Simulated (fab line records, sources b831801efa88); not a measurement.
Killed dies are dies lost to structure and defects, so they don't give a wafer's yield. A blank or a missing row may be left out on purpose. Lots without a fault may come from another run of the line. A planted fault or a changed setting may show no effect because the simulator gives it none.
Chamber matching | flow gf180mcu | GF_V1_CVD_02 on pecvd-02: 3 sister chambers
The step deposits SiO2 from TEOS, target thk 850 nm, time 94.851 s. 6 wafers are shown with their chamber, then 7 later ones without.

WAFERS WITH THEIR CHAMBER
wafer  | chamber | heater_power_w (W)
L580.4 | 0       | 843
L582.1 | 0       | 902
L582.5 | 2       | 641
L582.6 | 1       | 498
L583.3 | 1       | 478
L583.4 | 2       | 639

WAFERS WITHOUT THEIR CHAMBER
wafer  | heater_power_w (W)
L583.5 | 726
L585.1 | 715
L585.3 | 901
L585.4 | 525
L586.1 | 753
L586.5 | 832
L586.6 | 548

WHICH CHAMBER EACH WENT THROUGH
wafer  | from the rows above     | in truth
L583.5 | 2                       | 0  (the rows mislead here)
L585.1 | 2                       | 2
L585.3 | 0                       | 0
L585.4 | 1                       | 1
L586.1 | can't be placed: 2 or 0 | 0
L586.5 | 0                       | 0
L586.6 | can't be placed: 1 or 2 | 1
Placed correctly: 4 of 7. Can't be placed from these rows: 2 (the true chamber is among the candidates in 2). Placed wrongly: 1.
How it was worked out, from the rows above alone: a wafer's distance from a chamber is the root of the sum, over the readings, of the square of ((its reading less the chamber's mean) divided by the reading's scatter). The wafer belongs to the nearest chamber; if the next one is less than 2 further off, it can't be placed. A chamber's mean is the mean of its shown wafers. The scatter: the root of (the sum of the squares of (reading less its chamber's mean) over the shown wafers, divided by (wafers less chambers)).
